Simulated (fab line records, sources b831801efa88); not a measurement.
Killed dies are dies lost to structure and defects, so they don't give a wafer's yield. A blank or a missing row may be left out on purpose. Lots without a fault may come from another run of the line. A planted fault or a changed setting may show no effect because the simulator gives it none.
A struck lot beside a sound one | flow sky130 | 16 steps out of a route of 708
Sound: wafers L452.2, L452.3, L452.6. Struck: wafer L463.4. (L463.2, L463.3 of the same lot were not struck and are left out.) The cause comes at the end.
At each step with rows: each side's tool, then ch and its chambers, then its first start. Under that, the readings that differ: sound wafers | struck wafers | difference of the means | sigmas: that difference in standard deviations of wafers without a fault.
alike: readings whose means differ by less than 2 such deviations, and words and numbers that are the same on both sides. not compared: withheld readings, readings that some wafer has no value for, bounds like >300 that may hide the same value, and numbers for which the record gives no deviation and whose values overlap.
The two part at a step that has a row with sigmas, a row that says differs or no value, or rows on one side only. Numbers that don't overlap but have no deviation are shown without sigmas and don't part them. A reading that every wafer of one side lacks parts them only if that side has two wafers or more.

SKY_SD_N_OVL_MEAS_08:
  sound on overlay-02, day 30 07:19; struck on overlay-01, day 34 01:45
  alike: SD_N_OVL
then, 2 steps without rows for these wafers: SKY_SD_N_IMPLANT_09; SKY_SD_N_IMPLANT_10.
SKY_SD_N_STRIP_11: strips in O2/N2.
  sound on plasma_asher-03 ch 0,1, day 30 07:38; struck on plasma_asher-03 ch 0, day 34 02:05
  alike: drypump_motor_current_A, oes_product_au, strip_time_to_endpoint_s
  not compared: rf_hours_counter_h
SKY_SD_N_TW_MEAS_12:
  sound on film_metro-02, day 30 07:45; struck on film_metro-01, day 34 02:11
  alike: SD_N_TW
then, 1 step without rows for these wafers: SKY_SD_N_CLEAN_13 (cleans in SC1/SC2, time 150 s).
SKY_SD_N_RTA_14: time 2 s.
  sound on rtp_anneal-01 ch 0, day 30 07:52; struck on rtp_anneal-02 ch 0, day 34 02:20
  alike: anneal_temp_c_max, lamp_power_pct, wafer_temp_C_max
SKY_SD_N_RS_MEAS_16: measures by four-point-probe.
  sound on film_metro-01, day 30 08:02; struck on film_metro-03, day 34 02:34
  reading          | sound             | struck | difference | sigmas
  SD_N_RS (ohm/sq) | 68.66 68.72 68.68 | 68.33  | -0.36      | -3
SKY_SD_N_RS_MEAS_17: measures by four-point-probe.
  sound on film_metro-01, day 30 08:10; struck on film_metro-03, day 34 02:41
  alike: SD_P_RS
SKY_SD_N_RS_MEAS_18: measures by four-point-probe.
  sound on film_metro-01, day 30 08:17; struck on film_metro-03, day 34 02:49
  alike: RES_XHIGH_RS
then, 1 step without rows for these wafers: SKY_SALICIDE_CLEAN_00 (cleans in HF-last, time 30 s).
SKY_LI_CONTACT_HDPCVD_00: deposits PSG, target thk 930 nm, time 155 s.
  sound on hdpcvd-01 ch 0,1,2, day 30 08:24; struck on hdpcvd-01 ch 0, day 34 02:56
  reading                                       | sound             | struck | difference | sigmas
  run_length_s (s)                              | 182.1 183.1 182.3 | 256.0  | +73.5      | +99 or more
  model.PSG_of_LI_CONTACT_HDPCVD_00.thk_nm (nm) | 914.6 906.1 913   | 1380   | +469       |
SKY_LI_CONTACT_THK_MEAS_01:
  sound on film_metro-03, day 30 08:31; struck on film_metro-03, day 34 03:02
  reading                    | sound       | struck | difference | sigmas
  LI_CONTACT_HDPCVD_THK (nm) | 915 906 913 | 1380   | +469       | +39
SKY_LI_CONTACT_CMP_02: polishes PSG.
  sound on cmp-02 ch 0,1, day 30 08:37; struck on cmp-02 ch 0, day 34 03:05
  reading                | sound          | struck | difference | sigmas
  time_to_endpoint_s (s) | 32.1 29.5 31.3 | 74.2   | +43.2      | +14
  alike: motor_current_A
SKY_LI_CONTACT_BOW_MEAS_03:
  sound on film_metro-02, day 30 08:53; struck on film_metro-01, day 34 03:25
  alike: LI_CONTACT_BOW
SKY_PAD_OPEN_PROBE_99:
  the record has rows for the sound wafers here (prober-01, day 47 15:27) and none for the struck ones

WHERE THEY PART
First at SKY_SD_N_RS_MEAS_16; last, within this record, at SKY_PAD_OPEN_PROBE_99.

WHY: what the simulator had put in
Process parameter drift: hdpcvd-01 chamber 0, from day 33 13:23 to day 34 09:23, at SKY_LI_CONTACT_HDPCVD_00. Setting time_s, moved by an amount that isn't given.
